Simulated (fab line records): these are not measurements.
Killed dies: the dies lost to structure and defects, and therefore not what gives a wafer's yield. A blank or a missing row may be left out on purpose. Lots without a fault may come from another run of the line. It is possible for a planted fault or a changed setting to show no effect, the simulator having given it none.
Tool commonality check + flow sky130 + Lots sampled 14, wafers sampled 42

WHY IT WAS OPENED
At SKY_NWELL_RS_MEAS_29 the reading NWELL_RS is flagged on 2 of 14 lots. Wafers without a fault read 623.8 ohm/sq, standard deviation 1.6.
Rule: a lot gets a flag if all its wafers with a number sit over 4 standard deviations from that mean, or if no wafer of it has a number. The rest of the lots are taken to be sound.

| lot  | measured     | on            | NWELL_RS (ohm/sq), wafer by wafer | flag    |
|------|--------------|---------------|-----------------------------------|---------|
| L523 | day 5 12:03  | film_metro-02 | 622.0 623.7 620.8                 |         |
| L524 | day 5 21:54  | film_metro-01 | 625.5 624.8 626.0                 |         |
| L527 | day 6 17:18  | film_metro-03 | 623.4 624.0 622.4                 |         |
| L528 | day 6 21:46  | film_metro-03 | 624.5 624.1 623.5                 |         |
| L529 | day 7 05:36  | film_metro-01 | 625.8 624.3 624.5                 |         |
| L530 | day 7 08:35  | film_metro-02 | 623.5 621.6 621.5                 |         |
| L531 | day 7 15:27  | film_metro-03 | 624.7 624.4 624.9                 |         |
| L532 | day 7 17:43  | film_metro-02 | 621.2 621.8 621.5                 |         |
| L537 | day 9 06:20  | film_metro-03 | 625.8 625.4 624.5                 |         |
| L540 | day 9 21:28  | film_metro-01 | 605.3 603.3 602.9                 | FLAGGED |
| L542 | day 10 08:05 | film_metro-01 | 606.0 607.5 604.6                 | FLAGGED |
| L543 | day 10 13:37 | film_metro-03 | 623.2 622.6 623.8                 |         |
| L544 | day 10 18:42 | film_metro-03 | 621.7 622.6 623.6                 |         |
| L545 | day 11 04:46 | film_metro-01 | 626.3 624.1 624.8                 |         |
The mean of the flagged lots' numbers is 604.9 ohm/sq, -18.9 ohm/sq from the usual (-12 standard deviations).

EACH LOT AND THE TOOL IT RAN ON
The record holds 1 process step before the reading, out of a route of 708 steps. In each cell: the tool, then ch and the chambers that the sampled wafers went through, then the start.
| lot  | flag    | SKY_NWELL_IMPLANT_13            |
|------|---------|---------------------------------|
| L523 |         | implanter-03 ch 0, day 4 17:35  |
| L524 |         | implanter-03 ch 0, day 5 03:35  |
| L527 |         | implanter-04 ch 0, day 5 21:32  |
| L528 |         | implanter-03 ch 0, day 6 01:58  |
| L529 |         | implanter-04 ch 0, day 6 09:37  |
| L530 |         | implanter-04 ch 0, day 6 11:52  |
| L531 |         | implanter-02 ch 0, day 6 18:47  |
| L532 |         | implanter-02 ch 0, day 6 21:40  |
| L537 |         | implanter-03 ch 0, day 8 09:01  |
| L540 | FLAGGED | implanter-04 ch 0, day 8 23:23  |
| L542 | FLAGGED | implanter-03 ch 0, day 9 09:37  |
| L543 |         | implanter-03 ch 0, day 9 14:41  |
| L544 |         | implanter-03 ch 0, day 9 20:08  |
| L545 |         | implanter-03 ch 0, day 10 04:35 |
These steps, and what they do:
- SKY_NWELL_IMPLANT_13
- SKY_NWELL_RS_MEAS_29: measures by four-point-probe.

FLAGGED OVER TOTAL, TOOL BY TOOL (the gauges that took the reading come last)
| step                 | tool          | lots run | flagged | share of the flagged lots | sound lots run after its first flagged lot |
|----------------------|---------------|----------|---------|---------------------------|--------------------------------------------|
| SKY_NWELL_IMPLANT_13 | implanter-02  | 2        | 0       | none                      | -                                          |
| SKY_NWELL_IMPLANT_13 | implanter-03  | 8        | 1       | some                      | 3 (L543,L544,L545)                         |
| SKY_NWELL_IMPLANT_13 | implanter-04  | 4        | 1       | some                      | 0                                          |
| SKY_NWELL_RS_MEAS_29 | film_metro-01 | 5        | 2       | all                       | 1 (L545)                                   |
| SKY_NWELL_RS_MEAS_29 | film_metro-02 | 3        | 0       | none                      | -                                          |
| SKY_NWELL_RS_MEAS_29 | film_metro-03 | 6        | 0       | none                      | -                                          |

WHAT IS ALLOWED BY THE TABLE
All flagged lots share 1 row of the table, namely film_metro-01 at SKY_NWELL_RS_MEAS_29.
- film_metro-01 at SKY_NWELL_RS_MEAS_29 ran 5 lots, 2 of them flagged. Sound lots ran on it after the first flagged one (L545), which a lasting fault on the whole tool wouldn't allow.
Not one row of the table ran every flagged lot while running no sound lot after the first.

WHAT THE SIMULATOR PUT IN
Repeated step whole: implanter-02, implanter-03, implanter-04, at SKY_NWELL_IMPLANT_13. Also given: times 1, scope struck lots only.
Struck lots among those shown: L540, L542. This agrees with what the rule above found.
